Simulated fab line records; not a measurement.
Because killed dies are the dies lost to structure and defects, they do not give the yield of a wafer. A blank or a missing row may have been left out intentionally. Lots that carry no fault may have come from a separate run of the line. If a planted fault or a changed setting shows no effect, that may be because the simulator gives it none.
A lot that was struck, set against a sound lot	flow sky130	35 steps out of a route of 708
Sound: wafers L260.1, L260.4, L260.5. The struck wafers were L266.2, L266.4, L266.5. The cause comes at the end.
At each step with rows: each side's tool, then ch and its chambers, then its first start. Under that, the readings that differ: sound wafers	struck wafers	difference of the means	sigmas: that difference in standard deviations of wafers without a fault.
alike: readings with means less than 2 such deviations apart, plus words and numbers identical on both sides. not compared: withheld readings, readings lacking a value on some wafer, bounds such as >300 that could conceal the same value, and numbers that have no deviation in the record and whose values overlap.
The two part at a step that has a row with sigmas, a row that says differs or no value, or rows on one side only. When numbers do not overlap yet have no deviation, they are printed without sigmas and do not part them. A reading that every wafer of one side lacks parts them only if that side has two wafers or more.

first, 10 steps without rows for these wafers: SKY_LDD_LDN_SOFTBAKE_03 (time 60 s); SKY_LDD_LDN_EXPOSE_04 (exposes mask LDNTM, target cd 700 nm); SKY_LDD_LDN_PEB_05; SKY_LDD_LDN_DEVELOP_06 (develop time 60 s); SKY_LDD_LDN_IMPLANT_08; SKY_LDD_LDN_IMPLANT_09; SKY_LDD_LDN_IMPLANT_10; SKY_LDD_LDN_IMPLANT_11; SKY_LDD_LDN_STRIP_12 (strips in O2/N2); SKY_LDD_LDN_CLEAN_14 (cleans in SC1/SC2, time 150 s).
SKY_SPACER_CVD_00: deposits Si3N4 from DCS/NH3, target thk 43.1 nm, time 740 s.
  sound on lpcvd-02 ch 0, day 24 19:21; struck on lpcvd-02 ch 1, day 27 10:31
  alike: spike tc lower C
then, 23 steps without rows for these wafers: SKY_SPACER_ETCHBACK_02 (etches Si3N4 in CH3F/O2, stops on SiO2, time 46.7 s, target depth 45 nm); SKY_POLY_CUT_DEHYDRATE_00 (time 60 s); SKY_POLY_CUT_HMDS_01 (prime time 60 s); SKY_POLY_CUT_COAT_02 (resist thk 60 nm); SKY_POLY_CUT_COAT_03 (resist thk 450 nm); SKY_POLY_CUT_SOFTBAKE_04 (time 90 s); SKY_POLY_CUT_EXPOSE_05 (exposes mask NPCM, target cd 270 nm); SKY_POLY_CUT_PEB_06; SKY_POLY_CUT_DEVELOP_07 (develop time 60 s); SKY_POLY_CUT_ETCH_10 (etches BARC in N2/H2, stops on SiO2, time 45.9 s, target depth 60 nm); SKY_POLY_CUT_ETCH_11 (etches Si3N4 in CF4/CH2F2/Ar, stops on poly-Si, time 42.5 s, target depth 60 nm); SKY_POLY_CUT_STRIP_12 (strips in O2/N2); SKY_SD_P_DEHYDRATE_00 (time 60 s); SKY_SD_P_HMDS_01 (prime time 60 s); SKY_SD_P_COAT_02 (resist thk 1140 nm); SKY_SD_P_SOFTBAKE_03 (time 60 s); SKY_SD_P_EXPOSE_04 (exposes mask PSDM, target cd 380 nm); SKY_SD_P_PEB_05; SKY_SD_P_DEVELOP_06 (develop time 60 s); SKY_SD_P_IMPLANT_09; SKY_SD_P_STRIP_10 (strips in O2/N2); SKY_RES_XHIGH_DEHYDRATE_00 (time 60 s); SKY_RES_XHIGH_HMDS_01 (prime time 60 s).
-- record jumps: 22 days separate the struck wafers' starts on either side; left off in module RES_XHIGH, taken up again in module PAD_OPEN, whose first shown step is the route's number 708 --
SKY_PAD_OPEN_PROBE_99:
  only the struck wafers here have rows in the record (prober-01, day 49 04:44); the sound ones have none

WHERE THEY PART
Within this record, at SKY_PAD_OPEN_PROBE_99 only.

WHY: what had been put in by the simulator
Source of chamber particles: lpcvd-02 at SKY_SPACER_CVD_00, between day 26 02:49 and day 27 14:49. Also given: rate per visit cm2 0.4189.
